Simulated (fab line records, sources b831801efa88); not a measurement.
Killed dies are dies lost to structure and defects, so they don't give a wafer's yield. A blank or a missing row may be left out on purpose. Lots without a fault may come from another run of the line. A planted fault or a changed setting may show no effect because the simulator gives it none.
Chamber matching | flow sky130 | SKY_CONTACT_CMP_04 on cmp-01: 4 sister chambers
The step polishes SiO2. 16 wafers are shown with their chamber, then 7 later ones without.

WAFERS WITH THEIR CHAMBER
wafer  | chamber | motor_current_A (A) | time_to_endpoint_s (s) | slurry_flow_ml_min
L230.2 | 1       | 11.3                | 82                     | 149.5
L230.3 | 3       | 11.8                | 84                     | 150.5
L230.4 | 2       | 13.2                | 82                     | 149.7
L233.1 | 2       | 12.7                | 76                     | 149.6
L233.2 | 1       | 11.9                | 77                     | 150.0
L233.3 | 0       | 13.2                | 80                     | 149.2
L234.2 | 2       | 13.6                | 79                     | 149.7
L234.4 | 0       | 13.7                | 82                     | 150.3
L234.6 | 0       | 12.6                | 81                     | 150.0
L235.1 | 3       | 12.2                | 78                     | 149.7
L235.3 | 1       | 11.8                | 82                     | 150.0
L235.5 | 1       | 11.9                | 85                     | 149.8
L237.3 | 2       | 13.2                | 76                     | 150.5
L237.5 | 1       | 11.2                | 82                     | 150.4
L247.1 | 1       | 11.7                | 81                     | 149.6
L247.3 | 3       | 11.9                | 77                     | 149.9

SIGNATURES (means of the wafers above)
reading            | chamber 0 | chamber 1 | chamber 2 | chamber 3 | scatter within a chamber
motor_current_A    | 13.167    | 11.633    | 13.175    | 11.967    | 0.362
time_to_endpoint_s | 81.00     | 81.50     | 78.25     | 79.67     | 2.72
slurry_flow_ml_min | 149.833   | 149.883   | 149.875   | 150.033   | 0.413
Rule: a wafer's distance from a chamber is the root of the sum, over the readings, of the square of ((its reading less the chamber's mean) divided by the reading's scatter). The wafer belongs to the nearest chamber; if the next one is less than 2 further off, it can't be placed. The scatter: the root of (the sum of the squares of (reading less its chamber's mean) over the shown wafers, divided by (wafers less chambers)).

WAFERS WITHOUT THEIR CHAMBER
wafer  | motor_current_A (A) | time_to_endpoint_s (s) | slurry_flow_ml_min
L247.4 | 13.0                | 75                     | 150.4
L248.4 | 12.8                | 76                     | 150.2
L248.5 | 13.3                | 79                     | 150.4
L248.6 | 11.9                | 77                     | 150.5
L249.1 | 13.4                | 77                     | 150.1
L249.3 | 11.9                | 84                     | 150.0
L249.4 | 11.7                | 80                     | 149.9

WHICH CHAMBER EACH WENT THROUGH
wafer  | from the rows above          | in truth
L247.4 | can't be placed: 2 or 0 or 3 | 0
L248.4 | can't be placed: 2 or 0 or 3 | 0
L248.5 | can't be placed: 2 or 0      | 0
L248.6 | can't be placed: 3 or 1      | 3
L249.1 | can't be placed: 2 or 0      | 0
L249.3 | can't be placed: 1 or 3      | 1
L249.4 | can't be placed: 1 or 3      | 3
Placed correctly: 0 of 7. Can't be placed from these rows: 7 (the true chamber is among the candidates in 7). Placed wrongly: 0.
